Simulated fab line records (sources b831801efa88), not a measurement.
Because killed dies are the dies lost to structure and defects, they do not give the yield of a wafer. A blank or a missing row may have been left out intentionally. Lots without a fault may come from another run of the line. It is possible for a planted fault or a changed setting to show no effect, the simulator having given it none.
A struck lot beside a sound one    flow gf180mcu    14 out of 602 route steps
Sound: wafers L633.2, L633.4, L633.5. Wafers struck: L635.2, L635.3, L635.4. The cause is given at the end.
Per side, at each step with rows, come the tool, then ch with its chambers, and then its first start. Under that, the readings that differ: sound wafers    struck wafers    difference of the means    sigmas: that difference in standard deviations of wafers without a fault.
alike: readings whose means differ by less than 2 such deviations, and words and numbers that are the same on both sides. not compared: withheld readings, readings that some wafer has no value for, bounds like >300 that may hide the same value, and numbers for which the record gives no deviation and whose values overlap.
The two part at a step that has a row with sigmas, a row that says differs or no value, or rows on one side only. Numbers that have no deviation but don't overlap get no sigmas and don't part them. A reading missing from all wafers of one side parts the sides only when that side holds two or more wafers.

first, 1 step without rows for these wafers: GF_DUAL_GATE_WET_ETCH_12 (etches SiO2 in dHF, target depth 13 nm, time 260 s).
GF_DUAL_GATE_STRIP_13: strips in O2/N2.
  sound on plasma asher-01 ch 0,1, day 12 18:20; struck on plasma asher-01 ch 0,1, day 13 07:50
reading                       sound              struck             difference  sigmas
strip time to endpoint s (s)  12.65 12.58 12.61  12.69 12.70 12.67  +0.07       +2
  alike: drypump motor current A, heater power w, oes product au
  not compared: rf hours counter h
then, 3 steps without rows for these wafers: GF_DUAL_GATE_CLEAN_14 (cleans in SC1/SC2, time 150 s); GF_DUAL_GATE_OXIDATION_15 (stabilise 600 s, purge 300 s, target thk 7.098 nm); GF_POLY_GATE_CVD_00 (deposits poly-Si, target thk 200 nm, time 1200 s).
GF_POLY_GATE_THK_MEAS_01:
  sound: film metro-02 at day 12 21:23; struck: film metro-01 at day 13 12:18
  alike: POLY_GATE_CVD_00_THK
then, 6 steps without rows for these wafers: GF_POLY_GATE_DEHYDRATE_02 (time 60 s); GF_POLY_GATE_HMDS_03 (prime time 60 s); GF_POLY_GATE_COAT_04; GF_POLY_GATE_COAT_05 (resist thk 700 nm); GF_POLY_GATE_SOFTBAKE_06 (time 60 s); GF_POLY_GATE_EXPOSE_07 (exposes mask Poly2, target cd 280 nm).
GF_POLY_GATE_PEB_08: peb time 90 s.
  struck on litho track-04, day 14 08:46; sound on litho track-02 ch 0, day 13 17:30
  no value came back on the struck wafers for chill plate temp C (C), exhaust pa (Pa), peb time s (s), resist line temp C (C); on the sound wafers chill plate temp C (C) reads 23.06 22.97 23.09
then, 1 step without rows for these wafers: GF_POLY_GATE_DEVELOP_09 (develop time 60 s).

== WHERE THEY PART ==
At GF_DUAL_GATE_STRIP_13 first; at GF_POLY_GATE_PEB_08 last (within this record only).

WHY: the cause the simulator had injected
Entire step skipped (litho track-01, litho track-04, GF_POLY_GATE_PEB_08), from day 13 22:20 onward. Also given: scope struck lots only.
